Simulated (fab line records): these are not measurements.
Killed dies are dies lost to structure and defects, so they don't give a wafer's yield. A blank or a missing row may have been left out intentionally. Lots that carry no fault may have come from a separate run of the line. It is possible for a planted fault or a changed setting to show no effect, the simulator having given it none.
Problem report, 8D (eight disciplines) form, completed by code	flow sky130	the parts of the form that need people (team, actions taken, sign-off) are left out

== 1. WHAT WENT WRONG ==
Wafers without a fault read 0.4 with a standard deviation of 0.69, while killedAtOther at SKY_PAD_OPEN_PROBE_99 averages 20.0 across 3 wafers of 1 lot. That is +28 standard deviations from the usual mean.
Seen first at day 48 18:16 on prober-02, wafer L915.1. The record has a number at this step for 12 wafers belonging to 4 lots. Rule for "out", or "out of limits": more than 4 standard deviations from the usual mean. The rest of the wafers with a number are treated as sound.

== 2. WHAT IT IS, AND WHAT IT ISN'T ==
question	is	is not
which readings at this step	killedAtOther	killed_at_M0_to_M3, killed_at_M4_up, killedAtContacts, killedAtFrontEnd, killedOpen, sort_bin_3_pad_short, sort_bin_6_memory
which lots	L915	L910, L921, L922
which wafers of those lots	all that have a number	-
read on which tools	prober-02	prober-01
when	from day 48 18:16	up to then (3 sound wafers); but 6 sound wafers of L921, L922 came after

== 3. SUSPECTS, AND WHAT RULES EACH OUT ==
Counting: any tool at a process step up to the reading is kept as a suspect provided that every lot that is out went through it and no sound lot did after the first of them.
- pecvd-01 at SKY_PASSIVATION_CVD_00 (deposits SiO2, target thk 90 nm): kept. It ran the lot that is out, L915 (day 47 01:15), and no sound lot after that.
- plasmaAsher-01 at SKY_PAD_OPEN_STRIP_08 (strips in O2/N2): kept. It ran the lot that is out, L915 (day 48 15:55), and no sound lot after that.
- wetBench-02 at SKY_PAD_OPEN_STRIP_09 (strips in post etch residue remover, time 1200 s): kept. It ran the lot that is out, L915 (day 48 16:10), and no sound lot after that; its last sound lot up to then is L910 (day 47 17:28).
- prober-02 at SKY_PAD_OPEN_PROBE_99: ruled out as a lasting fault. Following L915 (day 48 18:16), the first lot on it that is out, the sound lots L921 were run on it.
The count leaves pecvd-01 at SKY_PASSIVATION_CVD_00, plasmaAsher-01 at SKY_PAD_OPEN_STRIP_08, and wetBench-02 at SKY_PAD_OPEN_STRIP_09.

== 4. THE CAUSE (what the simulator had put in) ==
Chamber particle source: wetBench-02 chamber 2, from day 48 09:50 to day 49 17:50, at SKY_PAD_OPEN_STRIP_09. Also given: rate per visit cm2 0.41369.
After counting, 3 suspects remain, this tool included.

== 5. SEQUENCE OF EFFECTS, ordered by route ==
One row per reading whose mean, taken over the struck wafers that have a number, lies over 3 standard deviations from the usual. Scope: only readings with a usual standard deviation given in the record; hours: median across lots of the time from each lot's start at the first step in this table that gives one to its start at this step; sigmas: change in usual standard deviations.
hours	step	reading	usual	on struck wafers	change	sigmas
0	SKY_PAD_OPEN_PROBE_99	killedAtOther	0.4	20.0	+19.6	+28
Here are the process steps it includes:
- SKY_PAD_OPEN_PROBE_99

== 6. HOW IT WOULD HAVE BEEN CAUGHT EARLIER ==
In this record no reading fell out of limits until day 48 18:16, 8 hours after the fault had begun at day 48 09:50.
All the lots that are out (1) had begun SKY_PAD_OPEN_STRIP_09 on wetBench-02 by day 48 18:16. None of them would have been spared by holding the tool at that moment.
